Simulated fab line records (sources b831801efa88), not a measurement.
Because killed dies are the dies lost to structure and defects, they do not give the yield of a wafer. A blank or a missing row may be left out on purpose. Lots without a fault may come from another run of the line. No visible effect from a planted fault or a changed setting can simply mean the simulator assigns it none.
fab line records | flow sky130
record: lots: 5 | wafers: 15 | last-day: 50
route steps=708 shown FIELD_ISO@1 PAD_OPEN@708
lots that met no fault: taken from a fault-free run of the same line
start-h: start of the lot's first displayed wafer, in hours after the record's first day | wait-h: hours elapsed since this lot's preceding step | " unchanged from the row above | L1.1+2: one row covering several wafers at once | - no value, or no start given | * or withheld: withheld | < > ~ a bound
route shown NAME@n: NAME is a module with steps in the file, n the number in the route of the first one | usual: mean and standard deviation over wafers with no fault | same: alike in all rows | chamber/n: place in a boat | sites: per-site readings | _std_site: how widely they spread, as a standard deviation | _edge_site: mean of outer sites minus mean of inner sites | radius-mm: how far each site lies from the wafer's centre | mask NAME#n: copy n | behind: the most recent tool/chamber to have shaped the wafer | hold: why the lot was held/for how many hours/how that ended | device: the n, p or np transistor that did not switch | end of line: the route-end tests of the same wafers | for a step that has no rows: nothing shown but its recipe | killed: at the first sort, the dies lost to defects and structure; wafer yield is something else | map: a wafer's dies, marking killed ones x, the rest . and places with no die _
set.NAME: the run value of the setting; set.NAME@STEP: its run value at that earlier step | model.NAME: the simulator's own value behind a step, which no gauge read
certain route steps with their lots: each step a table, each wafer a row
services: the hour from which a tool's chamber was out of use, counted from the record's first day as start-h (under 0 if before that day), plus the number of hours and why
== steps ==
step: SKY_FIELD_ISO_BOW_MEAS_00
recipe: mode: bow
usual: INCOMING_BOW: 1/6.2
lot.wafer | tool          | chamber | start-h | wait-h | INCOMING_BOW[um]
L545.1    | film-metro-01 | -       | 40.00   | -      | 2
L545.3    | "             | -       | "       | "      | -1
L545.4    | "             | -       | "       | "      | 7
L550.4    | film-metro-01 | -       | 65.06   | -      | 3
L550.5    | "             | -       | "       | "      | -12
L550.6    | "             | -       | "       | "      | -2
L558.1    | film-metro-03 | -       | 105.00  | -      | 4
L558.2    | "             | -       | "       | "      | 8
L558.5    | "             | -       | "       | "      | -9
L560.1    | film-metro-03 | -       | 115.00  | -      | 1
L560.4    | "             | -       | "       | "      | -3
L560.6    | "             | -       | "       | "      | -3
L562.3    | film-metro-01 | -       | 125.04  | -      | 2
L562.5    | "             | -       | "       | "      | -20
L562.6    | "             | -       | "       | "      | 1
step: SKY_FIELD_ISO_OXIDATION_01
recipe: temp-c: 900 | ambient: O2 | stabilise-s: 600 | purge-s: 300 | target-thk-a: 120 | ox-time-s: 1843
step: SKY_FIELD_ISO_THK_MEAS_02
recipe: reads: SiO2_of_FIELD_ISO_OXIDATION_01
usual: FIELD_ISO_OXIDATION_00_THK: 11.98/0.22
lot.wafer | tool          | chamber | start-h | wait-h | FIELD_ISO_OXIDATION_00_THK[nm]
L545.1    | film-metro-04 | -       | 43.71   | 0.0    | 11.83
L545.3    | "             | -       | "       | "      | 11.97
L545.4    | "             | -       | "       | "      | 11.97
L550.4    | film-metro-03 | -       | 68.99   | 0.0    | 11.51
L550.5    | "             | -       | "       | "      | 11.69
L550.6    | "             | -       | "       | "      | 11.74
L558.1    | film-metro-01 | -       | 107.63  | 0.0    | 11.80
L558.2    | "             | -       | "       | "      | 11.87
L558.5    | "             | -       | "       | "      | 11.72
L560.1    | film-metro-04 | -       | 116.63  | 0.0    | 11.96
L560.4    | "             | -       | "       | "      | 11.84
L560.6    | "             | -       | "       | "      | 11.80
L562.3    | film-metro-04 | -       | 127.50  | 0.0    | 12.09
L562.5    | "             | -       | "       | "      | 12.00
L562.6    | "             | -       | "       | "      | 12.14
step: SKY_FIELD_ISO_CVD_03
recipe: material: Si3N4 | precursor: DCS/NH3 | target-thk-nm: 165 | temp-c: 770 | time-s: 2830 | pressure-mtorr: 250
step: SKY_FIELD_ISO_THK_MEAS_04
recipe: reads: Si3N4_of_FIELD_ISO_CVD_03
usual: FIELD_ISO_CVD_03_THK: 164.9/1.2
lot.wafer | tool          | chamber | start-h | wait-h | FIELD_ISO_CVD_03_THK[nm]
L545.1    | film-metro-01 | -       | 45.56   | 0.0    | 166.6
L545.3    | "             | -       | "       | "      | 167.4
L545.4    | "             | -       | "       | "      | 166.8
L550.4    | film-metro-01 | -       | 73.09   | 0.0    | 163.6
L550.5    | "             | -       | "       | "      | 163.6
L550.6    | "             | -       | "       | "      | 163.7
L558.1    | film-metro-03 | -       | 109.69  | 0.0    | 164.1
L558.2    | "             | -       | "       | "      | 163.4
L558.5    | "             | -       | "       | "      | 164.4
L560.1    | film-metro-01 | -       | 118.48  | 0.0    | 165.1
L560.4    | "             | -       | "       | "      | 163.2
L560.6    | "             | -       | "       | "      | 165.1
L562.3    | film-metro-04 | -       | 131.00  | 0.0    | 166.7
L562.5    | "             | -       | "       | "      | 167.5
L562.6    | "             | -       | "       | "      | 166.2
step: SKY_FIELD_ISO_DEHYDRATE_05
recipe: temp-c: 200 | time-s: 60
step: SKY_FIELD_ISO_HMDS_06
recipe: prime-time-s: 60 | prime-temp-c: 120
step: SKY_FIELD_ISO_COAT_07
recipe: resist: BARC | temp-c: withheld | time-s: withheld | spin-rpm: 3000 | resist-thk-nm: 60
step: SKY_FIELD_ISO_COAT_08
recipe: resist: KrF-thick | spin-rpm: 3000 | resist-thk-nm: 450
step: SKY_FIELD_ISO_SOFTBAKE_09
recipe: temp-c: 100 | time-s: 90 | resist: KrF-thick
step: SKY_FIELD_ISO_EXPOSE_10
recipe: mask-id: FOM | na: 0.68 | source-shape: annular | sigma-inner: 0.4 | sigma-outer: 0.8 | target-cd-nm: 150 | dose-mj: 28
lot.wafer  | tool           | chamber | start-h | wait-h | mask
L545.1+3+4 | krf-scanner-02 | 0       | 54.76   | -      | FOM#0
L550.4+5+6 | krf-scanner-01 | 0       | 80.65   | -      | FOM_R1#0
L558.1+2+5 | krf-scanner-01 | 0       | 118.96  | -      | FOM#0
L560.1+4+6 | krf-scanner-01 | 0       | 127.62  | -      | FOM#0
L562.3+5+6 | krf-scanner-01 | 0       | 140.81  | -      | FOM#0
step: SKY_FIELD_ISO_PEB_11
recipe: peb-temp-c: withheld | peb-time-s: withheld | resist: KrF-thick
step: SKY_FIELD_ISO_DEVELOP_12
recipe: develop-time-s: 60 | resist: KrF-thick | dev-temp-c: 21
step: SKY_FIELD_ISO_CD_MEAS_13
recipe: target-cd-nm: 150
usual: cd-nm: 150.2/1.4
lot.wafer | tool      | chamber | start-h | wait-h | cd-nm
L545.1    | cd-sem-02 | -       | 61.58   | -      | 151.8
L545.3    | "         | -       | "       | "      | 149.7
L545.4    | "         | -       | "       | "      | 151.1
L550.4    | cd-sem-02 | -       | 89.13   | -      | 133.2
L550.5    | "         | -       | "       | "      | 132.9
L550.6    | "         | -       | "       | "      | 134.4
L558.1    | cd-sem-01 | -       | 127.73  | -      | 149.1
L558.2    | "         | -       | "       | "      | 148.1
L558.5    | "         | -       | "       | "      | 147.7
L560.1    | cd-sem-02 | -       | 135.99  | -      | 148.9
L560.4    | "         | -       | "       | "      | 149.8
L560.6    | "         | -       | "       | "      | 148.9
L562.3    | cd-sem-02 | -       | 150.52  | -      | 151.2
L562.5    | "         | -       | "       | "      | 149.9
L562.6    | "         | -       | "       | "      | 151.4
step: SKY_FIELD_ISO_ETCH_14
recipe: chemistry: N2/H2 | target: BARC | ion-energy-ev: 200 | source-w: 500 | bias-w: 100 | pressure-mtorr: 30 | n2-flow-sccm: 100 | h2-flow-sccm: 200 | stop-on: SiO2 | time-s: 45.9 | target-depth-a: 600
usual: bias-w: 100.0/0.32 | drypump-motor-current-A: 5.7/0.42 | oes-product-au: 0.854/0.0045 | throttle-valve-pct: 13.224/0.009
lot.wafer | tool        | chamber | start-h | wait-h | bias-w | drypump-motor-current-A | oes-product-au | rf-hours-counter-h | throttle-valve-pct | model.FIELD_ISO.cd-nm
L545.1    | rie-diel-02 | 0       | 61.70   | 0.1    | 100.0  | 5.9                     | 0.864          | 49                 | 13.212             | 150.9
L545.3    | "           | 1       | "       | "      | 100.2  | 6.3                     | 0.850          | 124                | 13.244             | 149.9
L545.4    | "           | 2       | "       | "      | 100.2  | 6.0                     | 0.854          | 82                 | 13.228             | 151.7
L550.4    | rie-diel-04 | 2       | 89.19   | 0.0    | 99.6   | 5.6                     | 0.847          | 75                 | 13.221             | 133.4
L550.5    | "           | 1       | "       | "      | 100.1  | 5.5                     | 0.850          | -                  | 13.219             | 133.2
L550.6    | "           | 0       | "       | "      | 100.5  | 5.6                     | 0.850          | -                  | 13.219             | 135.9
L558.1    | rie-diel-02 | 1       | 127.85  | 0.1    | 99.9   | 6.3                     | 0.859          | 125                | 13.220             | 148.2
L558.2    | "           | 3       | "       | "      | 100.6  | 6.0                     | 0.856          | 51                 | 13.229             | 149.1
L558.5    | "           | 2       | "       | "      | 100.0  | 6.0                     | 0.856          | -                  | 13.219             | 148
L560.1    | rie-diel-03 | 1       | 136.11  | 0.1    | 100.3  | 5.8                     | 0.864          | 2                  | 13.223             | 149.6
L560.4    | "           | 0       | "       | "      | 99.8   | 5.7                     | 0.867          | 6                  | 13.222             | 149.7
L560.6    | "           | 1       | "       | "      | 100.0  | 5.8                     | 0.857          | -                  | 13.226             | 148.8
L562.3    | rie-diel-02 | 1       | 150.60  | 0.1    | 100.2  | 6.3                     | 0.852          | 125                | 13.232             | 151.5
L562.5    | "           | 3       | "       | "      | 100.0  | 6.1                     | 0.851          | -                  | 13.231             | 150.7
L562.6    | "           | 0       | "       | "      | 100.1  | 5.8                     | 0.850          | -                  | 13.215             | 150.1
step: SKY_FIELD_ISO_ETCH_15
recipe: chemistry: CHF3/O2 | target-depth-nm: 180 | stop-on: Si | source-w: 600 | bias-w: 200 | pressure-mtorr: 40 | chf3-flow-sccm: 50 | O2_flow_sccm: 5 | time-s: 72
usual: O2_flow_sccm: 5.001/0.015 | bias-w: 199.9/0.56 | chf3-flow-sccm: 50.01/0.17 | drypump-motor-current-A: 5.7/0.41 | oes-product-au: 0.945/0.0064 | throttle-valve-pct: 8.844/0.0097
lot.wafer | tool        | chamber | start-h | wait-h | O2_flow_sccm | bias-w | chf3-flow-sccm | drypump-motor-current-A | oes-product-au | rf-hours-counter-h | throttle-valve-pct
L545.1    | rie-diel-02 | 0       | 61.74   | 0.0    | 5.015        | 199.8  | 50.10          | 5.8                     | 0.954          | 49                 | 8.848
L545.3    | "           | 1       | "       | "      | 5.003        | 200.1  | 50.04          | 6.3                     | 0.950          | 124                | 8.850
L545.4    | "           | 2       | "       | "      | 5.009        | 200.3  | 50.38          | 6.0                     | 0.956          | 82                 | 8.848
L550.4    | rie-diel-04 | 2       | 89.23   | 0.0    | 4.982        | 200.6  | 49.96          | 5.6                     | 0.941          | 75                 | 8.829
L550.5    | "           | 1       | "       | "      | 4.990        | 199.5  | 49.98          | 5.5                     | 0.945          | -                  | 8.847
L550.6    | "           | 0       | "       | "      | 4.995        | 198.9  | 49.91          | 5.6                     | 0.927          | -                  | 8.849
L558.1    | rie-diel-02 | 1       | 127.89  | 0.0    | 5.000        | 199.3  | 50.04          | 6.3                     | 0.935          | 125                | 8.860
L558.2    | "           | 3       | "       | "      | 4.993        | 200.1  | 49.94          | 6.0                     | 0.943          | 52                 | 8.855
L558.5    | "           | 2       | "       | "      | 4.982        | 199.5  | 50.07          | 6.0                     | 0.946          | -                  | 8.850
L560.1    | rie-diel-03 | 1       | 136.15  | 0.0    | 5.001        | 198.9  | 49.69          | 5.8                     | 0.947          | 2                  | 8.855
L560.4    | "           | 0       | "       | "      | 5.003        | 199.6  | 49.95          | 5.7                     | 0.938          | 6                  | 8.845
L560.6    | "           | 1       | "       | "      | 5.009        | 199.9  | 49.53          | 5.8                     | 0.941          | -                  | 8.828
L562.3    | rie-diel-02 | 1       | 150.64  | 0.0    | 5.041        | 200.9  | 49.88          | 6.3                     | 0.951          | 125                | 8.848
L562.5    | "           | 3       | "       | "      | 5.003        | 200.0  | 49.92          | 6.0                     | 0.956          | -                  | 8.851
L562.6    | "           | 0       | "       | "      | 4.987        | 200.1  | 50.07          | 5.8                     | 0.952          | -                  | 8.831
step: SKY_FIELD_ISO_STRIP_16
recipe: chemistry: O2/N2 | power-w: 1400 | pressure-mtorr: 1500 | platen-temp-c: withheld | o2-flow-sccm: 3000 | n2-flow-sccm: 300 | overash-fraction: 0.5
usual: drypump-motor-current-A: 5.3/0.38 | oes-product-au: 0.377/0.0055 | strip-time-to-endpoint-s: 3.53/0.031
lot.wafer | tool            | chamber | start-h | wait-h | drypump-motor-current-A | oes-product-au | rf-hours-counter-h | strip-time-to-endpoint-s
L545.1    | plasma-asher-03 | 1       | 61.80   | 0.0    | 5.2                     | 0.369          | 37                 | 3.52
L545.3    | "               | 1       | "       | "      | 5.3                     | 0.383          | -                  | 3.54
L545.4    | "               | 0       | "       | "      | 5.2                     | 0.383          | -                  | 3.54
L550.4    | plasma-asher-03 | 1       | 89.32   | 0.1    | 5.2                     | 0.370          | -                  | 3.55
L550.5    | "               | 1       | "       | "      | 5.3                     | 0.376          | -                  | 3.50
L550.6    | "               | 0       | "       | "      | 5.2                     | 0.376          | -                  | 3.50
L558.1    | plasma-asher-01 | 1       | 127.95  | 0.0    | 4.7                     | 0.383          | 46                 | 3.56
L558.2    | "               | 0       | "       | "      | 5.9                     | 0.373          | 46                 | 3.52
L558.5    | "               | 1       | "       | "      | 4.7                     | 0.381          | -                  | 3.53
L560.1    | plasma-asher-01 | 0       | 136.21  | 0.0    | 5.8                     | 0.382          | 47                 | 3.53
L560.4    | "               | 1       | "       | "      | 4.7                     | 0.377          | -                  | 3.57
L560.6    | "               | 0       | "       | "      | 5.9                     | 0.371          | -                  | 3.56
L562.3    | plasma-asher-01 | 0       | 150.73  | 0.1    | 5.8                     | 0.379          | -                  | 3.56
L562.5    | "               | 0       | "       | "      | 5.9                     | 0.373          | -                  | 3.50
L562.6    | "               | 1       | "       | "      | 4.7                     | 0.381          | -                  | 3.57
step: SKY_FIELD_ISO_ETCH_17
recipe: target-depth-a: 3420 | mask-material: Si3N4 | chemistry: HBr/Cl2/O2 | target: Si | taper-deg: 5 | icp-w: 600 | bias-w: 150 | pressure-mtorr: 15 | HBr_flow_sccm: 150 | Cl2_flow_sccm: 40 | O2_flow_sccm: 6 | time-s: 97.7
usual: O2_flow_sccm: 5.999/0.017 | bias-w: 150.1/0.46 | drypump-motor-current-A: 5.82/0.21 | oes-product-au: 0.999/0.0084 | throttle-valve-pct: 25.656/0.0096
lot.wafer | tool      | chamber | start-h | wait-h | O2_flow_sccm | bias-w | drypump-motor-current-A | oes-product-au | rf-hours-counter-h | throttle-valve-pct | model.FIELD_ISO.cd-nm
L545.1    | rie-si-01 | 1       | 61.90   | 0.1    | 6.001        | 150.2  | 6.07                    | 0.989          | 123                | 25.663             | 151.6
L545.3    | "         | 3       | "       | "      | 5.976        | 149.7  | 5.86                    | 0.989          | 42                 | 25.668             | 149.7
L545.4    | "         | 2       | "       | "      | 6.007        | 150.4  | 5.74                    | 1.005          | 46                 | 25.661             | 151.2
L550.4    | rie-si-01 | 0       | 89.39   | 0.0    | 5.995        | 150.2  | 5.96                    | 1.014          | 137                | 25.661             | 134.8
L550.5    | "         | 1       | "       | "      | 6.031        | 150.1  | 6.10                    | 0.988          | -                  | 25.672             | 132.9
L550.6    | "         | 0       | "       | "      | 5.984        | 149.2  | 5.96                    | 1.008          | -                  | 25.654             | 136.7
L558.1    | rie-si-02 | 3       | 128.05  | 0.1    | 6.007        | 150.6  | 5.92                    | 1.009          | 131                | 25.662             | 147.9
L558.2    | "         | 2       | "       | "      | 6.016        | 149.9  | 5.39                    | 1.012          | 1                  | 25.650             | 148.7
L558.5    | "         | 2       | "       | "      | 6.013        | 149.0  | 5.39                    | 1.004          | -                  | 25.641             | 147.4
L560.1    | rie-si-01 | 3       | 136.31  | 0.1    | 6.006        | 149.6  | 5.85                    | 0.992          | 43                 | 25.669             | 148.5
L560.4    | "         | 1       | "       | "      | 6.010        | 149.4  | 6.08                    | 0.994          | 124                | 25.664             | 149.9
L560.6    | "         | 3       | "       | "      | 5.987        | 150.2  | 5.86                    | 0.979          | -                  | 25.672             | 147.9
L562.3    | rie-si-01 | 0       | 150.80  | 0.0    | 6.005        | 150.1  | 5.96                    | 0.998          | 0                  | 25.665             | 152.1
L562.5    | "         | 0       | "       | "      | 5.986        | 150.2  | 5.95                    | 0.993          | -                  | 25.662             | 150.6
L562.6    | "         | 3       | "       | "      | 6.016        | 150.1  | 5.88                    | 0.993          | -                  | 25.668             | 148.9
step: SKY_FIELD_ISO_WET_ETCH_18
recipe: chemistry: H3PO4 | target-depth-nm: 25 | temp-c: 160 | target: Si3N4 | time-s: 286
step: SKY_PAD_OPEN_PROBE_99
usual: killed_at_M0_to_M3: 43/7.2 | killed_at_M4_up: 3.1/1.8 | killed-at-contacts: 24/5.4 | killed-at-front-end: 15/4.4 | killed-at-other: 0.4/0.56 | killed-dies: 86/9.3 | killed-open: 47/6.9 | killed-short: 39/6.6
same: gross-dies: 492 | killed-at-back-side: 0
lot.wafer | tool      | chamber | start-h | wait-h | killed_at_M0_to_M3 | killed_at_M4_up | killed-at-contacts | killed-at-front-end | killed-at-other | killed-dies | killed-open | killed-short | model.etest.pfet-g5v0d10v5.r-on-ohm-um | model.etest.res-pdiff.line-ohm-um | model.etest.res-ndiff.line-ohm-um | model.etest.sram-nfet-pass.drive-ua-um | model.etest.sonos-uncharged.r-on-ohm-um | model.etest.sram-pfet-latch.drive-ua-um | model.etest.res-ndiff.width-nm | model.etest.res-pdiff.width-nm
L545.1    | prober-01 | -       | 1118.06 | 0.1    | 38                 | 1               | 32                 | 11                  | 0               | 82          | 42          | 40           | 4628                                   | 1347                              | 771.6                             | 507                                    | 806.7                                   | 145.7                                   | 158.3                          | 145.6
L545.3    | prober-01 | -       | 1118.16 | 0.2    | 33                 | 4               | 23                 | 19                  | 0               | 79          | 45          | 34           | 4576                                   | 1356                              | 773.8                             | 513                                    | 808.8                                   | 142.6                                   | 157.1                          | 143.4
L545.4    | prober-01 | -       | 1118.21 | 0.2    | 58                 | 3               | 22                 | 17                  | 0               | 100         | 51          | 49           | 4716                                   | 1362                              | 767.8                             | 489.4                                  | 817.3                                   | 134.6                                   | 158.5                          | 145.2
L550.4    | prober-02 | -       | 1143.91 | 0.2    | 40                 | 5               | 25                 | 18                  | 0               | 88          | 54          | 31           | 4931                                   | 1495                              | 844.3                             | 464.8                                  | 826.3                                   | 134.9                                   | 142.1                          | 128.7
L550.5    | prober-02 | -       | 1143.96 | 0.2    | 50                 | 3               | 32                 | 40                  | 0               | 125         | 57          | 59           | 4921                                   | 1559                              | 842.4                             | 445.5                                  | 833.1                                   | 127.6                                   | 140.2                          | 127.7
L550.6    | prober-02 | -       | 1144.01 | 0.2    | 55                 | 2               | 15                 | 14                  | 0               | 86          | 54          | 32           | 4946                                   | 1524                              | 819.4                             | 460.3                                  | 832.2                                   | 132.9                                   | 144.3                          | 130.3
L558.1    | prober-02 | -       | 1184.29 | 0.1    | 42                 | 2               | 25                 | 15                  | 1               | 85          | 50          | 35           | 4640                                   | 1396                              | 775.4                             | 484.4                                  | 806.9                                   | 144.1                                   | 155                            | 142.4
L558.2    | prober-02 | -       | 1184.34 | 0.1    | 39                 | 2               | 24                 | 15                  | 0               | 80          | 43          | 37           | 4766                                   | 1348                              | 765.3                             | 466.8                                  | 813.5                                   | 140.1                                   | 156.2                          | 142.6
L558.5    | prober-02 | -       | 1184.49 | 0.2    | 48                 | 5               | 29                 | 13                  | 0               | 95          | 53          | 42           | 4770                                   | 1385                              | 768.6                             | 470.9                                  | 838.2                                   | 140.3                                   | 154.4                          | 141.5
L560.1    | prober-02 | -       | 1189.05 | 0.1    | 54                 | 3               | 19                 | 14                  | 0               | 90          | 54          | 35           | 4802                                   | 1381                              | 790.4                             | 466                                    | 814.3                                   | 139.6                                   | 155.5                          | 141.9
L560.4    | prober-02 | -       | 1189.20 | 0.2    | 54                 | 0               | 30                 | 14                  | 0               | 98          | 63          | 35           | 4754                                   | 1378                              | 778.1                             | 486.8                                  | 810.5                                   | 145.3                                   | 156.9                          | 143.9
L560.6    | prober-02 | -       | 1189.30 | 0.2    | 47                 | 4               | 25                 | 14                  | 0               | 90          | 51          | 38           | 4707                                   | 1380                              | 789.8                             | 471.1                                  | 796.2                                   | 144.8                                   | 155.4                          | 141.6
L562.3    | prober-02 | -       | 1201.26 | 0.2    | 40                 | 3               | 19                 | 17                  | 1               | 80          | 39          | 41           | 4636                                   | 1354                              | 771.3                             | 499.8                                  | 801.5                                   | 141.9                                   | 159.8                          | 146.6
L562.5    | prober-02 | -       | 1201.36 | 0.2    | 35                 | 4               | 24                 | 14                  | 1               | 78          | 31          | 47           | 4657                                   | 1357                              | 776.9                             | 486.3                                  | 797                                     | 139.3                                   | 158.1                          | 145.1
L562.6    | prober-02 | -       | 1201.41 | 0.2    | 63                 | 3               | 27                 | 14                  | 1               | 108         | 56          | 52           | 4746                                   | 1385                              | 801.2                             | 479.1                                  | 815.6                                   | 132.9                                   | 156.4                          | 143.4
killed by level:class
L545.1 LI_CONTACT:geometric-particle:open=11 VIA3:geometric-particle:open=9 CONTACT:geometric-particle:open=8 LOCAL_INTERCONNECT:geometric-particle:short=6 CONTACT:geometric-particle:short=6 METAL1:geometric-particle:short=6 METAL2:geometric-particle:short=5 VIA2:geometric-particle:open=5
L545.3 LI_CONTACT:geometric-particle:open=7 CONTACT:geometric-particle:open=7 FIELD_ISO:geometric-particle:open=6 VIA3:geometric-particle:open=6 VIA2:geometric-particle:open=6 POLY_GATE:geometric-particle:open=5 VIA1:geometric-particle:short=5 VIA1:geometric-particle:open=4
L545.4 VIA1:geometric-particle:open=13 VIA2:geometric-particle:open=9 VIA1:geometric-particle:short=8 CONTACT:geometric-particle:short=7 METAL1:geometric-particle:short=7 LI_CONTACT:geometric-particle:open=6 VIA3:geometric-particle:open=6 POLY_GATE:geometric-particle:open=5
L550.4 VIA2:geometric-particle:open=12 VIA1:geometric-particle:open=12 CONTACT:geometric-particle:open=10 FIELD_ISO:geometric-particle:open=5 LI_CONTACT:geometric-particle:open=5 LOCAL_INTERCONNECT:geometric-particle:short=5 CONTACT:geometric-particle:short=5 METAL2:geometric-particle:short=5
L550.5 CONTACT:geometric-particle:open=13 FIELD_ISO:geometric-particle:short=12 METAL2:geometric-particle:short=10 LI_CONTACT:geometric-particle:open=9 FIELD_ISO:area-expose=9 FIELD_ISO:geometric-particle:open=8 VIA1:geometric-particle:short=8 VIA1:geometric-particle:open=7
L550.6 VIA1:geometric-particle:open=18 VIA3:geometric-particle:open=9 FIELD_ISO:geometric-particle:open=7 METAL2:geometric-particle:short=7 LI_CONTACT:geometric-particle:open=6 VIA2:geometric-particle:open=5 CONTACT:geometric-particle:open=4 METAL1:geometric-particle:short=4
L558.1 VIA1:geometric-particle:open=15 CONTACT:geometric-particle:open=9 LOCAL_INTERCONNECT:geometric-particle:short=7 VIA2:geometric-particle:open=5 METAL3:geometric-particle:short=5 LI_CONTACT:geometric-particle:open=4 VIA1:geometric-particle:short=4 METAL2:geometric-particle:short=4
L558.2 VIA1:geometric-particle:open=10 LI_CONTACT:geometric-particle:open=8 VIA1:geometric-particle:short=8 CONTACT:geometric-particle:open=7 CONTACT:geometric-particle:short=4 POLY_GATE:geometric-particle:short=4 LI_CONTACT:geometric-particle:short=4 METAL1:geometric-particle:short=4
L558.5 VIA3:geometric-particle:open=10 VIA1:geometric-particle:open=10 CONTACT:geometric-particle:short=9 CONTACT:geometric-particle:open=9 VIA1:geometric-particle:short=5 VIA2:geometric-particle:open=5 LOCAL_INTERCONNECT:geometric-particle:short=4 METAL1:geometric-particle:short=4
L560.1 VIA1:geometric-particle:open=19 CONTACT:geometric-particle:open=10 VIA1:geometric-particle:short=8 POLY_GATE:geometric-particle:open=5 FIELD_ISO:geometric-particle:short=4 VIA3:geometric-particle:open=4 VIA2:geometric-particle:open=4 VIA3:geometric-particle:short=4
L560.4 VIA1:geometric-particle:open=16 CONTACT:geometric-particle:open=14 VIA3:geometric-particle:open=9 VIA2:geometric-particle:open=8 LI_CONTACT:geometric-particle:open=7 VIA1:geometric-particle:short=7 METAL1:geometric-particle:short=5 CONTACT:geometric-particle:short=4
L560.6 VIA3:geometric-particle:open=12 VIA1:geometric-particle:open=11 CONTACT:geometric-particle:open=10 LI_CONTACT:geometric-particle:open=7 VIA1:geometric-particle:short=6 FIELD_ISO:geometric-particle:short=5 LOCAL_INTERCONNECT:geometric-particle:short=5 METAL1:geometric-particle:short=4
L562.3 VIA1:geometric-particle:open=6 METAL2:geometric-particle:short=6 VIA3:geometric-particle:open=6 CONTACT:geometric-particle:short=5 CONTACT:geometric-particle:open=5 METAL1:geometric-particle:short=5 POLY_GATE:geometric-particle:short=4 POLY_CUT:geometric-particle:open=4
L562.5 LI_CONTACT:geometric-particle:open=9 METAL1:geometric-particle:short=8 VIA1:geometric-particle:open=7 CONTACT:geometric-particle:short=6 VIA3:geometric-particle:short=6 CONTACT:geometric-particle:open=5 VIA1:geometric-particle:short=5 POLY_GATE:geometric-particle:short=4
L562.6 VIA1:geometric-particle:open=11 METAL2:geometric-particle:short=10 VIA3:geometric-particle:open=9 LI_CONTACT:geometric-particle:open=8 VIA2:geometric-particle:open=8 VIA1:geometric-particle:short=8 CONTACT:geometric-particle:open=6 FIELD_ISO:geometric-particle:open=5
== services ==
tool            | chamber | start-h | hours | kind
krf-scanner-01  | -       | 40.75   | 4.0   | pm
rie-diel-04     | -       | 46.29   | 1.1   | repair
rie-diel-03     | 3       | 48.74   | 16.0  | repair
rie-si-02       | 3       | 63.60   | 2.3   | repair
rie-diel-03     | 1       | 64.75   | -     | clean
rie-diel-04     | 1       | 65.09   | 2.9   | repair
rie-si-02       | -       | 66.41   | 0.2   | repair
krf-scanner-02  | -       | 71.92   | 0.8   | pm
krf-scanner-01  | -       | 77.06   | 1.3   | repair
krf-scanner-02  | -       | 82.13   | 1.4   | repair
rie-diel-04     | 1       | 90.50   | 11.9  | repair
rie-si-01       | -       | 92.41   | 0.5   | repair
krf-scanner-02  | -       | 95.96   | 1.0   | pm
krf-scanner-01  | 0       | 97.27   | -     | calibration
krf-scanner-01  | -       | 103.09  | 1.0   | pm
krf-scanner-01  | -       | 104.74  | 0.8   | pm
rie-si-02       | 0       | 133.56  | 10.0  | repair
plasma-asher-03 | -       | 133.71  | 0.7   | repair
rie-si-01       | 0       | 136.71  | -     | clean
rie-si-01       | 0       | 136.71  | 10.8  | scheduled-down
rie-si-01       | 0       | 136.71  | 10.8  | vent-cycle
krf-scanner-02  | -       | 138.36  | 37.2  | repair
rie-diel-04     | -       | 143.74  | 1.0   | repair
rie-diel-03     | 2       | 149.71  | 7.3   | repair
== key ==
first-sign: step: SKY_FIELD_ISO_EXPOSE_10 | reading: mask | direction: changed
effect: step: SKY_FIELD_ISO_CD_MEAS_13 | reading: cd-nm | direction: down | sigmas: 12 | usual: 150.2 | struck: 133.5
model-effect: step: SKY_FIELD_ISO_ETCH_14 | value: FIELD_ISO.cd-nm | without: 152.2 | struck: 134.2
model-effect: step: SKY_FIELD_ISO_ETCH_17 | value: FIELD_ISO.cd-nm | without: 152.8 | struck: 134.8
model-effect: step: SKY_PAD_OPEN_PROBE_99 | value: etest.pfet-g5v0d10v5.r-on-ohm-um | without: 4723 | struck: 4933
met-at SKY_FIELD_ISO_EXPOSE_10
struck-wafers L550.4,L550.5,L550.6
tester-left-out L550
fault: kind: wrong-mask | tool: any | chamber: - | onset-h: 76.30 | steps: SKY_FIELD_ISO_EXPOSE_10 | aux-copy: FOM_R1#0 | cd-offset-nm: -18 | scope: struck-lots-only
tester-left-out: of these lots the tester's yield and bins aren't shown, on N5 and GAA mostly nor the transistor test; their killed dies are dies lost to structure and defects alone, not to doping, threshold or leakage, so they don't give the yield
